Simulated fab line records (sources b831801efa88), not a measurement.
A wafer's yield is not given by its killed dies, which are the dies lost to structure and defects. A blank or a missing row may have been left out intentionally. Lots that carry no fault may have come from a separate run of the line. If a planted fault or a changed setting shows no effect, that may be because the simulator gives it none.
fab line records + flow gf180mcu
record:
- lots: 14
- wafers: 42
- last_day: 34
route steps=602 shown VT_IMPLANT@121 HV_LDD@210
lots with no fault: from the same line, run without faults
start_h: start of the lot's first displayed wafer, in hours after the record's first day + wait_h: hours from the lot's prior step to this one + " as in the row above + L1.1+2: several wafers, shown together as one row + - no value, or no start given + * or withheld: withheld + < > ~ a bound
route shown NAME@n: names a module that has steps shown in the file, with the first one's number in the route + usual: mean/standard deviation of fault-free wafers + same: alike in all rows + chamber/n: place in a boat + sites: each site's reading + _std_site: the standard deviation of these + _edge_site: inner sites' mean taken away from outer sites' mean + radius_mm: for every site, how far away it sits from the centre of the wafer + mask NAME#n: copy n + behind: the tool/chamber that last shaped the wafer + hold: what put the lot on hold/how long, in hours/how the hold closed + device: which transistor (n, p or np) failed to switch + end of line: tests run on the same wafers once the route is complete + where a step has no rows: the recipe by itself + killed: count of dies lost to structure and defects at first sort (not the wafer's yield) + map: a wafer's dies, x killed, . not, _ none there
set.NAME: the setting that was run; set.NAME@STEP: the one run at that earlier step + model.NAME: the simulator's own value behind a step, which no gauge read
a sample of lots followed through the steps of the route, with each step as a table and each wafer as a row
services: when a tool's chamber went out of use (start_h, in hours from the record's first day, below 0 if earlier), for how many hours, and the reason
== steps ==
step: GF_VT_IMPLANT_STRIP_31
recipe:
- chemistry: O2/N2
- power_w: 1400
- pressure_mtorr: 1500
- platen_temp_c: 250
- o2_flow_sccm: 3000
- n2_flow_sccm: 300
- overash_fraction: 0.5
usual:
- chamber_pressure_mTorr: 1500.1/1.4
- drypump_motor_current_A: 5.6/0.44
- heater_power_w: 344/44
- n2_flow_sccm: 300.0/0.88
- oes_product_au: 0.716/0.0047
- platen_temp_c: 249.98/0.19
- strip_time_to_endpoint_s: 12.63/0.036
| lot.wafer | tool            | chamber | start_h | wait_h | chamber_pressure_mTorr | drypump_motor_current_A | heater_power_w | n2_flow_sccm | oes_product_au | platen_temp_c | rf_hours_counter_h | strip_time_to_endpoint_s |
|-----------|-----------------|---------|---------|--------|------------------------|-------------------------|----------------|--------------|----------------|---------------|--------------------|--------------------------|
| L584.1    | plasma_asher-04 | 1       | 140.34  | 0.1    | 1501.0                 | 5.9                     | 307            | 300.5        | 0.716          | 250.01        | 34                 | 12.62                    |
| L584.4    | "               | 1       | "       | "      | 1499.0                 | 6.0                     | 303            | 300.6        | 0.712          | 250.10        | -                  | 12.60                    |
| L584.5    | "               | 1       | "       | "      | 1500.6                 | 5.9                     | 309            | 299.8        | 0.720          | 250.09        | -                  | 12.62                    |
| L585.2    | plasma_asher-02 | 1       | 146.29  | 0.1    | 1497.6                 | 6.2                     | 301            | 300.9        | 0.716          | 250.06        | 53                 | 12.60                    |
| L585.4    | "               | 1       | "       | "      | 1503.3                 | 6.2                     | 299            | 302.6        | 0.717          | 250.17        | -                  | 12.64                    |
| L585.5    | "               | 0       | "       | "      | 1503.1                 | 5.7                     | 421            | 299.4        | 0.712          | 249.98        | -                  | 12.62                    |
| L586.1    | plasma_asher-04 | 1       | 152.34  | 0.1    | 1500.3                 | 5.9                     | 298            | 300.1        | 0.706          | 250.03        | 35                 | 12.60                    |
| L586.3    | "               | 0       | "       | "      | 1500.9                 | 4.9                     | 381            | 300.7        | 0.718          | 249.80        | -                  | 12.62                    |
| L586.4    | "               | 1       | "       | "      | 1498.7                 | 5.9                     | 298            | 297.6        | 0.713          | 250.12        | -                  | 12.60                    |
| L587.1    | plasma_asher-04 | 0       | 162.50  | 0.1    | 1500.0                 | 4.9                     | 393            | 299.8        | 0.720          | 250.07        | 36                 | 12.64                    |
| L587.3    | "               | 0       | "       | "      | 1500.1                 | 4.9                     | 392            | 299.9        | 0.711          | 250.13        | -                  | 12.61                    |
| L587.6    | "               | 0       | "       | "      | 1500.5                 | 4.9                     | 388            | 300.4        | 0.715          | 250.14        | -                  | 12.61                    |
| L590.3    | plasma_asher-04 | 0       | 185.83  | 0.1    | 1499.7                 | 4.9                     | 388            | 299.5        | 0.716          | 249.89        | -                  | 12.61                    |
| L590.4    | "               | 1       | "       | "      | 1499.7                 | 5.9                     | 305            | 300.9        | 0.715          | 250.12        | -                  | 12.62                    |
| L590.6    | "               | 0       | "       | "      | 1502.6                 | 4.9                     | 389            | 299.4        | 0.718          | 249.62        | -                  | 12.59                    |
| L591.2    | plasma_asher-01 | 1       | 190.79  | 0.1    | 1501.0                 | 5.7                     | 335            | 301.5        | 0.711          | 250.01        | 7                  | 12.60                    |
| L591.3    | "               | 0       | "       | "      | 1502.0                 | 5.2                     | 317            | 301.4        | 0.718          | 249.57        | -                  | 12.64                    |
| L591.4    | "               | 1       | "       | "      | 1501.6                 | 5.7                     | 338            | 301.9        | 0.726          | 249.98        | -                  | 12.59                    |
| L592.1    | plasma_asher-04 | 0       | 194.54  | 0.1    | 1499.0                 | 4.9                     | 383            | 300.9        | 0.721          | 250.03        | 39                 | 12.64                    |
| L592.4    | "               | 1       | "       | "      | 1501.6                 | 5.9                     | 303            | 300.2        | 0.717          | 250.08        | -                  | 12.63                    |
| L592.5    | "               | 1       | "       | "      | 1499.3                 | 5.9                     | 289            | 299.2        | 0.719          | 249.78        | -                  | 12.58                    |
| L593.3    | plasma_asher-04 | 1       | 201.03  | 0.1    | 1501.0                 | 5.9                     | 304            | 298.4        | 0.716          | 250.27        | -                  | 12.63                    |
| L593.4    | "               | 0       | "       | "      | 1500.9                 | 4.9                     | 381            | 300.2        | 0.711          | 250.31        | -                  | 12.64                    |
| L593.6    | "               | 0       | "       | "      | 1499.7                 | 4.9                     | 396            | 299.7        | 0.719          | 249.79        | -                  | 12.64                    |
| L595.1    | plasma_asher-01 | 1       | 215.98  | 0.1    | 1499.6                 | 5.7                     | 340            | 300.8        | 0.717          | 250.15        | 10                 | 12.56                    |
| L595.3    | "               | 0       | "       | "      | 1499.4                 | 5.2                     | 319            | 300.4        | 0.718          | 250.21        | -                  | 12.58                    |
| L595.4    | "               | 1       | "       | "      | 1498.9                 | 5.7                     | 346            | 300.0        | 0.713          | 250.39        | -                  | 12.55                    |
| L596.1    | plasma_asher-02 | 0       | 224.03  | 0.1    | 1499.4                 | 5.7                     | 429            | 300.1        | 0.711          | 249.95        | 62                 | 12.63                    |
| L596.3    | "               | 0       | "       | "      | 1498.5                 | 5.7                     | 434            | 300.9        | 0.717          | 250.02        | -                  | 12.63                    |
| L596.5    | "               | 0       | "       | "      | 1499.9                 | 5.7                     | 425            | 300.5        | 0.710          | 249.92        | -                  | 12.64                    |
| L599.1    | plasma_asher-02 | 0       | 246.35  | 0.1    | 1499.0                 | 5.8                     | 430            | 299.3        | 0.715          | 250.14        | 64                 | 12.60                    |
| L599.4    | "               | 1       | "       | "      | 1497.7                 | 6.2                     | 297            | 299.6        | 0.710          | 249.79        | -                  | 12.62                    |
| L599.6    | "               | 1       | "       | "      | 1502.4                 | 6.2                     | 292            | 299.4        | 0.720          | 249.83        | -                  | 12.64                    |
| L600.3    | plasma_asher-02 | 0       | 251.72  | 0.1    | 1501.4                 | 5.7                     | 434            | 299.4        | 0.721          | 250.19        | -                  | 12.58                    |
| L600.4    | "               | 1       | "       | "      | 1497.9                 | 6.2                     | 302            | 299.5        | 0.715          | 249.80        | -                  | 12.57                    |
| L600.6    | "               | 0       | "       | "      | 1503.6                 | 5.8                     | 424            | 298.4        | 0.712          | 250.14        | -                  | 12.57                    |
| L601.2    | plasma_asher-04 | 0       | 259.54  | 0.1    | 1497.8                 | 4.9                     | 376            | 301.2        | 0.719          | 249.40        | 46                 | 12.69                    |
| L601.3    | "               | 0       | "       | "      | 1498.3                 | 4.9                     | 394            | 299.9        | 0.707          | 249.86        | -                  | 12.71                    |
| L601.5    | "               | 0       | "       | "      | 1500.7                 | 4.9                     | 380            | 299.5        | 0.713          | 249.52        | -                  | 12.70                    |
| L602.2    | plasma_asher-04 | 1       | 267.68  | 0.1    | 1499.4                 | 5.9                     | 306            | 299.2        | 0.711          | 249.81        | 47                 | 12.70                    |
| L602.3    | "               | 1       | "       | "      | 1498.1                 | 5.9                     | 308            | 300.0        | 0.722          | 250.03        | -                  | 12.67                    |
| L602.6    | "               | 1       | "       | "      | 1501.8                 | 5.9                     | 300            | 299.9        | 0.723          | 249.83        | -                  | 12.74                    |
step: GF_HV_LDD_IMPLANT_34
recipe:
- species: P
- energy_kev: 60
- dose_cm2: 7.5e+12
- tilt_deg: 30
- rotation_deg: 90
usual:
- beam_energy_keV: 59.999/0.02
- beam_on_s: 10.00/0.21
| lot.wafer | tool         | chamber | start_h | wait_h | beam_energy_keV | beam_on_s |
|-----------|--------------|---------|---------|--------|-----------------|-----------|
| L584.1    | implanter-01 | 0       | 260.80  | 0.1    | 59.943          | 10.16     |
| L584.4    | "            | 0       | "       | "      | 59.979          | 9.94      |
| L584.5    | "            | 0       | "       | "      | 59.980          | 10.30     |
| L585.2    | implanter-01 | 0       | 265.33  | 0.1    | 60.019          | 9.80      |
| L585.4    | "            | 0       | "       | "      | 60.011          | 9.92      |
| L585.5    | "            | 0       | "       | "      | 59.973          | 10.00     |
| L586.1    | implanter-01 | 0       | 272.39  | 0.1    | 60.017          | 10.21     |
| L586.3    | "            | 0       | "       | "      | 60.015          | 10.13     |
| L586.4    | "            | 0       | "       | "      | 60.021          | 10.29     |
| L587.1    | implanter-02 | 0       | 288.80  | 0.1    | 60.015          | 10.02     |
| L587.3    | "            | 0       | "       | "      | 59.994          | 9.87      |
| L587.6    | "            | 0       | "       | "      | 60.033          | 10.25     |
| L590.3    | implanter-01 | 0       | 315.74  | 0.1    | 59.956          | 9.91      |
| L590.4    | "            | 0       | "       | "      | 60.031          | 9.87      |
| L590.6    | "            | 0       | "       | "      | 60.001          | 10.54     |
| L592.1    | implanter-01 | 0       | 323.63  | 0.1    | 59.982          | 10.29     |
| L592.4    | "            | 0       | "       | "      | 60.038          | 9.62      |
| L592.5    | "            | 0       | "       | "      | 60.021          | 9.74      |
| L591.2    | implanter-01 | 0       | 324.26  | 0.1    | 59.994          | 10.18     |
| L591.3    | "            | 0       | "       | "      | 60.013          | 10.51     |
| L591.4    | "            | 0       | "       | "      | 59.994          | 10.00     |
| L593.3    | implanter-01 | 0       | 333.26  | 0.1    | 60.023          | 9.81      |
| L593.4    | "            | 0       | "       | "      | 59.989          | 9.96      |
| L593.6    | "            | 0       | "       | "      | 59.989          | 10.02     |
| L595.1    | implanter-02 | 0       | 348.85  | 0.1    | 60.020          | 9.75      |
| L595.3    | "            | 0       | "       | "      | 59.996          | 9.68      |
| L595.4    | "            | 0       | "       | "      | 60.014          | 9.97      |
| L596.1    | implanter-01 | 0       | 357.61  | 0.1    | 60.018          | 9.92      |
| L596.3    | "            | 0       | "       | "      | 59.980          | 10.08     |
| L596.5    | "            | 0       | "       | "      | 59.999          | 9.84      |
| L599.1    | implanter-01 | -       | 381.24  | 0.1    | -               | -         |
| L599.4    | "            | -       | "       | "      | -               | -         |
| L599.6    | "            | -       | "       | "      | -               | -         |
| L600.3    | implanter-01 | -       | 388.21  | 0.1    | -               | -         |
| L600.4    | "            | -       | "       | "      | -               | -         |
| L600.6    | "            | -       | "       | "      | -               | -         |
| L601.2    | implanter-01 | 0       | 399.41  | 0.1    | 59.967          | 10.26     |
| L601.3    | "            | 0       | "       | "      | 59.958          | 9.96      |
| L601.5    | "            | 0       | "       | "      | 59.979          | 9.93      |
| L602.2    | implanter-01 | 0       | 407.18  | 0.1    | 60.012          | 9.78      |
| L602.3    | "            | 0       | "       | "      | 60.022          | 10.26     |
| L602.6    | "            | 0       | "       | "      | 60.021          | 9.63      |
step: GF_HV_LDD_TW_MEAS_38
usual:
- HV_LDD_3_TW: 1423/24
| lot.wafer | tool          | chamber | start_h | wait_h | hold                     | HV_LDD_3_TW |
|-----------|---------------|---------|---------|--------|--------------------------|-------------|
| L584.1    | film_metro-03 | -       | 261.35  | 0.1    | -                        | 1404        |
| L584.4    | "             | -       | "       | "      | -                        | 1398        |
| L584.5    | "             | -       | "       | "      | -                        | 1400        |
| L585.2    | film_metro-03 | -       | 265.86  | 0.1    | -                        | 1401        |
| L585.4    | "             | -       | "       | "      | -                        | 1393        |
| L585.5    | "             | -       | "       | "      | -                        | 1394        |
| L586.1    | film_metro-03 | -       | 272.94  | 0.1    | -                        | 1394        |
| L586.3    | "             | -       | "       | "      | -                        | 1398        |
| L586.4    | "             | -       | "       | "      | -                        | 1395        |
| L587.1    | film_metro-03 | -       | 289.35  | 0.1    | -                        | 1402        |
| L587.3    | "             | -       | "       | "      | -                        | 1391        |
| L587.6    | "             | -       | "       | "      | -                        | 1400        |
| L590.3    | film_metro-03 | -       | 316.26  | 0.1    | -                        | 1393        |
| L590.4    | "             | -       | "       | "      | -                        | 1395        |
| L590.6    | "             | -       | "       | "      | -                        | 1391        |
| L592.1    | film_metro-02 | -       | 324.18  | 0.1    | -                        | 1438        |
| L592.4    | "             | -       | "       | "      | -                        | 1437        |
| L592.5    | "             | -       | "       | "      | -                        | 1433        |
| L591.2    | film_metro-02 | -       | 324.79  | 0.1    | -                        | 1439        |
| L591.3    | "             | -       | "       | "      | -                        | 1445        |
| L591.4    | "             | -       | "       | "      | -                        | 1438        |
| L593.3    | film_metro-01 | -       | 333.78  | 0.1    | -                        | 1437        |
| L593.4    | "             | -       | "       | "      | -                        | 1449        |
| L593.6    | "             | -       | "       | "      | -                        | 1439        |
| L595.1    | film_metro-02 | -       | 349.40  | 0.1    | -                        | 1432        |
| L595.3    | "             | -       | "       | "      | -                        | 1439        |
| L595.4    | "             | -       | "       | "      | -                        | 1442        |
| L596.1    | film_metro-01 | -       | 358.16  | 0.1    | -                        | 1436        |
| L596.3    | "             | -       | "       | "      | -                        | 1437        |
| L596.5    | "             | -       | "       | "      | -                        | 1428        |
| L599.1    | film_metro-03 | -       | 381.79  | 0.1    | await_dispo/0.2h/release | 1271        |
| L599.4    | "             | -       | "       | "      | await_dispo/0.2h/release | 1275        |
| L599.6    | "             | -       | "       | "      | await_dispo/0.2h/release | 1277        |
| L599.1    | film_metro-03 | -       | 382.01  | 0.2    | -                        | 1280        |
| L599.4    | "             | -       | "       | "      | -                        | 1276        |
| L599.6    | "             | -       | "       | "      | -                        | 1276        |
| L600.3    | film_metro-02 | -       | 388.73  | 0.1    | await_dispo/0.2h/release | 1327        |
| L600.4    | "             | -       | "       | "      | await_dispo/0.2h/release | 1323        |
| L600.6    | "             | -       | "       | "      | await_dispo/0.2h/release | 1319        |
| L600.3    | film_metro-02 | -       | 388.96  | 0.2    | -                        | 1316        |
| L600.4    | "             | -       | "       | "      | -                        | 1317        |
| L600.6    | "             | -       | "       | "      | -                        | 1322        |
| L601.2    | film_metro-02 | -       | 399.95  | 0.1    | -                        | 1444        |
| L601.3    | "             | -       | "       | "      | -                        | 1448        |
| L601.5    | "             | -       | "       | "      | -                        | 1451        |
| L602.2    | film_metro-03 | -       | 407.72  | 0.1    | -                        | 1399        |
| L602.3    | "             | -       | "       | "      | -                        | 1396        |
| L602.6    | "             | -       | "       | "      | -                        | 1391        |
step: GF_HV_LDD_CD_MEAS_46
recipe:
- target_cd_nm: 400
usual:
- cd_nm: 400.2/2
| lot.wafer | tool      | chamber | start_h | wait_h | cd_nm |
|-----------|-----------|---------|---------|--------|-------|
| L584.1    | cd_sem-02 | -       | 281.31  | 0.1    | 397.2 |
| L584.4    | "         | -       | "       | "      | 398.0 |
| L584.5    | "         | -       | "       | "      | 398.7 |
| L585.2    | cd_sem-02 | -       | 286.55  | 0.1    | 400.5 |
| L585.4    | "         | -       | "       | "      | 402.4 |
| L585.5    | "         | -       | "       | "      | 402.3 |
| L586.1    | cd_sem-01 | -       | 292.03  | 0.1    | 404.4 |
| L586.3    | "         | -       | "       | "      | 401.7 |
| L586.4    | "         | -       | "       | "      | 401.3 |
| L587.1    | cd_sem-02 | -       | 310.26  | 0.1    | 397.8 |
| L587.3    | "         | -       | "       | "      | 399.5 |
| L587.6    | "         | -       | "       | "      | 398.5 |
| L590.3    | cd_sem-01 | -       | 337.32  | 0.1    | 399.1 |
| L590.4    | "         | -       | "       | "      | 398.0 |
| L590.6    | "         | -       | "       | "      | 400.7 |
| L592.1    | cd_sem-01 | -       | 345.77  | 0.2    | 397.2 |
| L592.4    | "         | -       | "       | "      | 396.5 |
| L592.5    | "         | -       | "       | "      | 397.2 |
| L591.2    | cd_sem-01 | -       | 346.82  | 0.2    | 398.6 |
| L591.3    | "         | -       | "       | "      | 398.4 |
| L591.4    | "         | -       | "       | "      | 402.3 |
| L593.3    | cd_sem-01 | -       | 355.12  | 0.1    | 401.7 |
| L593.4    | "         | -       | "       | "      | 402.7 |
| L593.6    | "         | -       | "       | "      | 402.6 |
| L595.1    | cd_sem-01 | -       | 371.73  | 0.1    | 398.6 |
| L595.3    | "         | -       | "       | "      | 399.0 |
| L595.4    | "         | -       | "       | "      | 396.0 |
| L596.1    | cd_sem-01 | -       | 380.63  | 0.1    | 399.6 |
| L596.3    | "         | -       | "       | "      | 400.7 |
| L596.5    | "         | -       | "       | "      | 402.3 |
| L599.1    | cd_sem-02 | -       | 405.30  | 0.1    | 400.6 |
| L599.4    | "         | -       | "       | "      | 398.5 |
| L599.6    | "         | -       | "       | "      | 401.5 |
| L600.3    | cd_sem-01 | -       | 412.37  | 0.1    | 400.2 |
| L600.4    | "         | -       | "       | "      | 399.4 |
| L600.6    | "         | -       | "       | "      | 400.4 |
| L601.2    | cd_sem-02 | -       | 423.82  | 0.1    | 404.6 |
| L601.3    | "         | -       | "       | "      | 404.0 |
| L601.5    | "         | -       | "       | "      | 402.7 |
| L602.2    | cd_sem-01 | -       | 431.65  | 0.1    | 399.0 |
| L602.3    | "         | -       | "       | "      | 399.0 |
| L602.6    | "         | -       | "       | "      | 399.0 |
step: GF_HV_LDD_OVL_MEAS_47
usual:
- HV_LDD_03_OVL: -0.2/1.4
| lot.wafer | tool       | chamber | start_h | wait_h | HV_LDD_03_OVL[nm] |
|-----------|------------|---------|---------|--------|-------------------|
| L584.1    | overlay-02 | -       | 281.43  | 0.1    | -0.2              |
| L584.4    | "          | -       | "       | "      | -0.7              |
| L584.5    | "          | -       | "       | "      | -1.6              |
| L585.2    | overlay-02 | -       | 286.66  | 0.1    | 0.9               |
| L585.4    | "          | -       | "       | "      | -2.6              |
| L585.5    | "          | -       | "       | "      | -2.3              |
| L586.1    | overlay-02 | -       | 292.15  | 0.1    | -2.2              |
| L586.3    | "          | -       | "       | "      | -1.5              |
| L586.4    | "          | -       | "       | "      | -2.0              |
| L587.1    | overlay-01 | -       | 310.38  | 0.1    | 0.8               |
| L587.3    | "          | -       | "       | "      | 0.4               |
| L587.6    | "          | -       | "       | "      | 1.9               |
| L590.3    | overlay-02 | -       | 337.41  | 0.1    | 1.1               |
| L590.4    | "          | -       | "       | "      | 1.3               |
| L590.6    | "          | -       | "       | "      | 1.2               |
| L592.1    | overlay-01 | -       | 345.89  | 0.1    | 1.1               |
| L592.4    | "          | -       | "       | "      | 0.1               |
| L592.5    | "          | -       | "       | "      | 1.9               |
| L591.2    | overlay-02 | -       | 346.93  | 0.1    | -1.2              |
| L591.3    | "          | -       | "       | "      | 1.0               |
| L591.4    | "          | -       | "       | "      | 2.3               |
| L593.3    | overlay-01 | -       | 355.21  | 0.1    | -1.6              |
| L593.4    | "          | -       | "       | "      | 2.3               |
| L593.6    | "          | -       | "       | "      | 0.9               |
| L595.1    | overlay-02 | -       | 371.85  | 0.1    | -0.5              |
| L595.3    | "          | -       | "       | "      | 1.6               |
| L595.4    | "          | -       | "       | "      | 0.1               |
| L596.1    | overlay-02 | -       | 380.75  | 0.1    | -1.8              |
| L596.3    | "          | -       | "       | "      | -3.2              |
| L596.5    | "          | -       | "       | "      | -1.0              |
| L599.1    | overlay-02 | -       | 405.42  | 0.1    | -1.5              |
| L599.4    | "          | -       | "       | "      | -0.6              |
| L599.6    | "          | -       | "       | "      | -1.3              |
| L600.3    | overlay-02 | -       | 412.46  | 0.1    | -0.5              |
| L600.4    | "          | -       | "       | "      | -0.4              |
| L600.6    | "          | -       | "       | "      | -1.6              |
| L601.2    | overlay-02 | -       | 423.92  | 0.1    | -1.7              |
| L601.3    | "          | -       | "       | "      | 2.2               |
| L601.5    | "          | -       | "       | "      | -0.8              |
| L602.2    | overlay-02 | -       | 431.76  | 0.1    | -0.7              |
| L602.3    | "          | -       | "       | "      | -1.2              |
| L602.6    | "          | -       | "       | "      | -0.3              |
step: GF_HV_LDD_RS_MEAS_53
recipe:
- thk_meas_gauge: four-point-probe
usual:
- HV_LDD_RS: 418.4/1.1
| lot.wafer | tool          | chamber | start_h | wait_h | hold                     | HV_LDD_RS[ohm/sq] |
|-----------|---------------|---------|---------|--------|--------------------------|-------------------|
| L584.1    | film_metro-03 | -       | 281.89  | 0.1    | -                        | 416.4             |
| L584.4    | "             | -       | "       | "      | -                        | 417.1             |
| L584.5    | "             | -       | "       | "      | -                        | 417.1             |
| L585.2    | film_metro-01 | -       | 287.13  | 0.1    | -                        | 419.7             |
| L585.4    | "             | -       | "       | "      | -                        | 419.3             |
| L585.5    | "             | -       | "       | "      | -                        | 420.2             |
| L586.1    | film_metro-01 | -       | 292.61  | 0.1    | -                        | 418.3             |
| L586.3    | "             | -       | "       | "      | -                        | 419.3             |
| L586.4    | "             | -       | "       | "      | -                        | 419.5             |
| L587.1    | film_metro-01 | -       | 310.84  | 0.1    | -                        | 421.4             |
| L587.3    | "             | -       | "       | "      | -                        | 420.5             |
| L587.6    | "             | -       | "       | "      | -                        | 421.2             |
| L590.3    | film_metro-03 | -       | 337.90  | 0.1    | -                        | 418.6             |
| L590.4    | "             | -       | "       | "      | -                        | 418.9             |
| L590.6    | "             | -       | "       | "      | -                        | 418.7             |
| L592.1    | film_metro-03 | -       | 346.36  | 0.1    | -                        | 417.7             |
| L592.4    | "             | -       | "       | "      | -                        | 417.5             |
| L592.5    | "             | -       | "       | "      | -                        | 417.4             |
| L591.2    | film_metro-03 | -       | 347.40  | 0.1    | -                        | 419.4             |
| L591.3    | "             | -       | "       | "      | -                        | 417.1             |
| L591.4    | "             | -       | "       | "      | -                        | 418.5             |
| L593.3    | film_metro-02 | -       | 355.74  | 0.1    | -                        | 417.9             |
| L593.4    | "             | -       | "       | "      | -                        | 416.8             |
| L593.6    | "             | -       | "       | "      | -                        | 417.5             |
| L595.1    | film_metro-02 | -       | 372.38  | 0.1    | -                        | 418.5             |
| L595.3    | "             | -       | "       | "      | -                        | 420.2             |
| L595.4    | "             | -       | "       | "      | -                        | 419.1             |
| L596.1    | film_metro-01 | -       | 381.21  | 0.1    | -                        | 418.7             |
| L596.3    | "             | -       | "       | "      | -                        | 418.2             |
| L596.5    | "             | -       | "       | "      | -                        | 418.7             |
| L599.1    | film_metro-02 | -       | 405.89  | 0.1    | await_dispo/0.2h/release | 439.7             |
| L599.4    | "             | -       | "       | "      | await_dispo/0.2h/release | 440.9             |
| L599.6    | "             | -       | "       | "      | await_dispo/0.2h/release | 439.8             |
| L599.1    | film_metro-02 | -       | 406.17  | 0.3    | -                        | 439.7             |
| L599.4    | "             | -       | "       | "      | -                        | 439.6             |
| L599.6    | "             | -       | "       | "      | -                        | 441.8             |
| L600.3    | film_metro-01 | -       | 413.01  | 0.1    | await_dispo/0.2h/release | 440.4             |
| L600.4    | "             | -       | "       | "      | await_dispo/0.2h/release | 440.2             |
| L600.6    | "             | -       | "       | "      | await_dispo/0.2h/release | 440.2             |
| L600.3    | film_metro-01 | -       | 413.30  | 0.3    | -                        | 440.8             |
| L600.4    | "             | -       | "       | "      | -                        | 441.2             |
| L600.6    | "             | -       | "       | "      | -                        | 440.1             |
| L601.2    | film_metro-03 | -       | 424.40  | 0.1    | -                        | 418.6             |
| L601.3    | "             | -       | "       | "      | -                        | 417.5             |
| L601.5    | "             | -       | "       | "      | -                        | 418.5             |
| L602.2    | film_metro-03 | -       | 432.24  | 0.1    | -                        | 421.0             |
| L602.3    | "             | -       | "       | "      | -                        | 420.6             |
| L602.6    | "             | -       | "       | "      | -                        | 420.8             |
== services ==
| tool            | chamber | start_h | hours | kind   |
|-----------------|---------|---------|-------|--------|
| plasma_asher-01 | 0       | 117.75  | -     | clean  |
| plasma_asher-01 | 1       | 117.75  | -     | clean  |
| implanter-01    | -       | 229.02  | 3.4   | pm     |
| implanter-01    | -       | 234.91  | 1.0   | repair |
| plasma_asher-02 | -       | 247.39  | 3.1   | repair |
| implanter-01    | -       | 258.61  | 1.4   | repair |
| implanter-01    | -       | 289.29  | 3.8   | pm     |
| implanter-02    | -       | 300.90  | 42.0  | repair |
| implanter-01    | -       | 321.26  | 2.2   | repair |
| plasma_asher-02 | -       | 321.88  | 1.0   | repair |
| plasma_asher-01 | -       | 338.66  | 0.6   | repair |
| plasma_asher-02 | -       | 353.94  | 0.5   | repair |
| implanter-02    | -       | 355.88  | 1.8   | repair |
| implanter-02    | -       | 363.95  | 22.6  | repair |
| implanter-02    | -       | 386.78  | 1.3   | repair |
== key ==
first_sign:
- step: GF_HV_LDD_IMPLANT_34
- reading: tool_record
- direction: missing
effect:
- step: GF_HV_LDD_TW_MEAS_38
- reading: visit
- direction: added
effect:
- step: GF_HV_LDD_TW_MEAS_38
- reading: HV_LDD_3_TW
- direction: down
- sigmas: 5.2
- usual: 1423
- struck: 1299
effect:
- step: GF_HV_LDD_RS_MEAS_53
- reading: visit
- direction: added
effect:
- step: GF_HV_LDD_RS_MEAS_53
- reading: HV_LDD_RS
- direction: up
- sigmas: 19
- usual: 418.4
- struck: 440.2
met_at GF_HV_LDD_IMPLANT_34
struck_lots L599,L600
later_rows_left_out L599.1,L599.4,L599.6,L600.3,L600.4,L600.6
sort_left_out L599.1,L599.4,L599.6,L600.3,L600.4,L600.6
tester_left_out L599,L600
not_acting_at GF_VT_IMPLANT_STRIP_31,GF_HV_LDD_CD_MEAS_46,GF_HV_LDD_OVL_MEAS_47
onset_between 357.61 381.24
fault:
- kind: skipped_step_whole
- tool: implanter-01
- chamber: -
- onset_h: 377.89
- steps: GF_HV_LDD_IMPLANT_34
- scope: struck_lots_only
tester_left_out: of these lots the tester's yield and bins aren't shown, on N5 and GAA mostly nor the transistor test; their killed dies are dies lost to structure and defects alone, not to doping, threshold or leakage, so they don't give the yield
sort_left_out: the simulated sort isn't trusted on such a fault, so these wafers' sort isn't shown, and their yield isn't known
later_rows_left_out: the simulator's readings of these wafers behind a module that went badly wrong aren't trusted and aren't shown, but for the sort
